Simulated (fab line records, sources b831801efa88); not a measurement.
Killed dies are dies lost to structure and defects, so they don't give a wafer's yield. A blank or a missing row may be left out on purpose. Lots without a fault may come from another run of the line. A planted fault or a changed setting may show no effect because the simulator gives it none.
fab line records | flow sky130
record lots=6 wafers=18 last_day=49
route steps=708 shown METAL4@636 VIA4@639
lots that met no fault: from a run of the same line without faults
start_h: hours from the record's first day to the start of the lot's first wafer shown | wait_h: hours since the lot's step before | " the same as in the row above | L1.1+2: a row that stands for several wafers | - no value, or no start given | * or withheld: withheld | < > ~ a bound
route shown NAME@n: a module of which the file shows steps, and the number in the route of the first | usual: mean/standard deviation of fault-free wafers | same: alike in all rows | chamber/n: place in a boat | sites: the reading at each site | _std_site: their standard deviation | _edge_site: outer sites' mean less inner sites' | radius_mm: how far each site lies from the wafer's centre | mask NAME#n: copy n | behind: the tool/chamber that last shaped the wafer | hold: why the lot was held/for how many hours/how that ended | device: the transistor (n, p or np) that didn't switch | end of line: the same wafers' tests at the end of the route | a step without rows: its recipe alone | killed: dies lost to structure and defects at the first sort, not the wafer's yield | map: a wafer's dies, x killed, . not, _ none there
set.NAME: the setting as run; set.NAME@STEP: as run at that earlier step | model.NAME: the simulator's own value behind a step, which no gauge read
lots at some steps of the route; a table a step, a row a wafer
services: from which hour (start_h, from the record's first day; less than 0 if before it) a tool's chamber was out of use, for how many hours, and why
## steps
# step SKY_METAL4_STRIP_20
# recipe chemistry=post_etch_residue_remover time_s=1200 temp_c=72.5
# step SKY_METAL4_CLEAN_21
# recipe chemistry=IPA time_s=180 temp_c=25
# step SKY_METAL4_CLEAN_22
# recipe chemistry=O3/DIW dry=n2_spin
# step SKY_VIA4_HDPCVD_00
# recipe material=SiO2 target_thk_nm=1750 sigma_open_frac=0.3 time_s=291.7 temp_c=400 sih4_flow_sccm=60 pressure_mtorr=6
# step SKY_VIA4_THK_MEAS_01
# recipe reads=SiO2_of_VIA4_HDPCVD_00
# usual VIA4_HDPCVD_THK=1745/18
# columns lot.wafer tool chamber start_h wait_h VIA4_HDPCVD_THK[nm]
L290.2 film_metro-04 - 1024.66 0.1 1740
L290.3 " - " " 1748
L290.6 " - " " 1745
L297.1 film_metro-04 - 1056.93 0.1 1767
L297.2 " - " " 1770
L297.4 " - " " 1788
L296.1 film_metro-03 - 1057.55 0.1 1726
L296.5 " - " " 1719
L296.6 " - " " 1721
L302.1 film_metro-04 - 1083.76 0.1 1733
L302.5 " - " " 1739
L302.6 " - " " 1740
L303.1 film_metro-03 - 1084.51 0.1 1741
L303.2 " - " " 1749
L303.4 " - " " 1715
L305.1 film_metro-04 - 1098.11 0.1 1736
L305.2 " - " " 1729
L305.5 " - " " 1738
# step SKY_VIA4_CMP_02
# recipe material=SiO2 down_force_psi=4 platen_rpm=60 pad_velocity_m_s=0.94248
# usual motor_current_A=11.7/1.8
# columns lot.wafer tool chamber start_h wait_h motor_current_A
L290.3 cmp-01 0 1024.71 0.0 8.4
L290.2 " 1 " " 12.8
L290.6 " 1 " " 12.8
L297.4 cmp-01 0 1056.99 0.0 9.2
L297.2 " 1 " " 13.0
L297.1 " 2 " " 12.6
L296.1 cmp-01 3 1057.71 0.1 10.3
L296.5 " 1 " " 12.4
L296.6 " 2 " " 12.1
L302.1 cmp-02 3 1083.82 0.1 12.1
L302.5 " 3 " " 11.9
L302.6 " 0 " " 11.4
L303.4 cmp-01 2 1084.76 0.2 12.5
L303.1 " 3 " " 10.1
L303.2 " 1 " " 13.0
L305.2 cmp-01 1 1098.22 0.1 13.1
L305.1 " 2 " " 12.8
L305.5 " 1 " " 12.9
# step SKY_VIA4_BOW_MEAS_03
# recipe mode=bow
# usual VIA4_BOW=81/9.1
# columns lot.wafer tool chamber start_h wait_h VIA4_BOW[um]
L290.2 film_metro-03 - 1025.03 0.2 73
L290.3 " - " " 70
L290.6 " - " " 71
L297.1 film_metro-01 - 1057.29 0.1 86
L297.2 " - " " 83
L297.4 " - " " 93
L296.1 film_metro-01 - 1057.91 0.1 87
L296.5 " - " " 74
L296.6 " - " " 80
L302.1 film_metro-03 - 1084.12 0.2 78
L302.5 " - " " 78
L302.6 " - " " 64
L303.1 film_metro-04 - 1085.06 0.2 97
L303.2 " - " " 86
L303.4 " - " " 84
L305.1 film_metro-01 - 1098.47 0.1 95
L305.2 " - " " 98
L305.5 " - " " 99
# step SKY_VIA4_DEHYDRATE_04
# recipe temp_c=200 time_s=60
# step SKY_VIA4_HMDS_05
# recipe prime_time_s=60 prime_temp_c=120
# step SKY_VIA4_COAT_06
# recipe resist=NOVOLAK spin_rpm=3000 resist_thk_nm=1140
# step SKY_VIA4_SOFTBAKE_07
# recipe temp_c=90 time_s=60 resist=NOVOLAK
# step SKY_VIA4_EXPOSE_08
# recipe mask_id=VIM4 na=0.6 source_shape=conventional sigma_outer=0.6 polarization=unpolarized target_cd_nm=800 dose_mj=132
# step SKY_VIA4_PEB_09
# recipe temp_c=withheld time_s=* resist=NOVOLAK
# usual chill_plate_temp_C=* exhaust_pa=44.8/0.87 time_s=*
# columns lot.wafer tool chamber start_h wait_h chill_plate_temp_C exhaust_pa time_s
L290.2 litho_track-04 0 1047.22 - * 44.2 *
L290.3 " 0 " " * 44.2 *
L290.6 " 0 " " * 45.7 *
L297.1 litho_track-03 - 1078.00 - - - -
L297.2 " - " " - - -
L297.4 " - " " - - -
L296.1 litho_track-01 - 1079.20 - - - -
L296.5 " - " " - - -
L296.6 " - " " - - -
L302.1 litho_track-04 0 1104.65 - * 43.3 *
L302.5 " 0 " " * 44.1 *
L302.6 " 0 " " * 44.5 *
L303.1 litho_track-04 0 1105.75 - * 44.5 *
L303.2 " 0 " " * 44.3 *
L303.4 " 0 " " * 44.5 *
L305.1 litho_track-03 0 1118.20 - * 44.7 *
L305.2 " 0 " " * 45.5 *
L305.5 " 0 " " * 45.2 *
# step SKY_VIA4_DEVELOP_10
# recipe resist=NOVOLAK developer=TMAH develop_time_s=60 dev_temp_c=23
## services
# columns tool chamber start_h hours kind
cmp-02 - 1010.55 8.2 repair
cmp-01 - 1025.01 7.0 pm
cmp-01 - 1044.48 0.9 repair
cmp-02 - 1084.37 4.0 pm
cmp-02 - 1088.37 - consumable_replace:conditioner
cmp-02 - 1088.37 - consumable_replace:pad
litho_track-01 - 1100.31 - consumable_replace:filter
cmp-01 - 1103.11 2.6 repair
cmp-02 - 1105.67 2.9 pm
## key
first_sign step=SKY_VIA4_PEB_09 reading=tool_record direction=missing
effect none on later readings
met_at SKY_VIA4_PEB_09
struck_wafers L296.1,L296.5,L296.6,L297.1,L297.2,L297.4
sort_left_out L296.1,L296.5,L296.6,L297.1,L297.2,L297.4
fault kind=skipped_step_whole tool=litho_track-01,litho_track-03 chamber=- onset_h=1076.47 steps=SKY_VIA4_PEB_09 scope=struck_lots_only
# sort_left_out: the simulated sort isn't trusted on such a fault, so these wafers' sort isn't shown, and their yield isn't known
